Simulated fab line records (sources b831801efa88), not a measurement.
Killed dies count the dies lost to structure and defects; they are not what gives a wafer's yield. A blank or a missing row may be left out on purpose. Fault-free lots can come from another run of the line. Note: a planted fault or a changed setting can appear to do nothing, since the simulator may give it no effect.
Matching of chambers | flow gf180mcu | cmp-01 running GF_V2_CMP_26: 4 sister chambers
The step polishes, stops on SiO2, t overpolish 15 s, target thk 0 nm. 8 wafers are shown with their chamber, then 7 later ones without.

## WAFERS, EACH WITH ITS CHAMBER
wafer  | chamber | motor current A (A) | time to endpoint s (s)
L868.5 | 3       | 9.2                 | 80
L869.1 | 3       | 9.1                 | 89
L869.3 | 1       | 11.4                | 84
L869.4 | 2       | 10.2                | 86
L871.4 | 0       | 11.0                | 81
L871.5 | 1       | 11.7                | 83
L871.6 | 2       | 10.4                | 84
L876.1 | 0       | 10.7                | 80

## WAFERS WHOSE CHAMBER IS MISSING
wafer  | motor current A (A) | time to endpoint s (s)
L876.2 | 11.7                | 82
L876.3 | 10.5                | 84
L877.1 | 10.1                | 86
L877.3 | 11.6                | 84
L877.5 | 8.7                 | 86
L878.1 | 10.3                | 88
L880.4 | 9.3                 | 86

## EACH ONE'S CHAMBER
wafer  | from the rows above     | in truth
L876.2 | 1                       | 1
L876.3 | can't be placed: 2 or 0 | 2
L877.1 | 2                       | 2
L877.3 | 1                       | 1
L877.5 | 3                       | 3
L878.1 | 2                       | 2
L880.4 | 3                       | 3
6 of 7 placed correctly. Unplaceable from these rows: 1, with the true chamber sitting among the candidates in 1. Wrongly placed: 0.
How it was worked out, from the rows above alone: a wafer's distance from a chamber is the root of the sum, over the readings, of the square of ((its reading less the chamber's mean) divided by the reading's scatter). The wafer belongs to the nearest chamber; if the next one is less than 2 further off, it can't be placed. For every chamber, the mean is computed from those of its wafers that are shown. How the scatter is found: for the shown wafers, subtract from each reading the mean of its chamber, square and add these, divide the total by (wafers less chambers), then take the root.
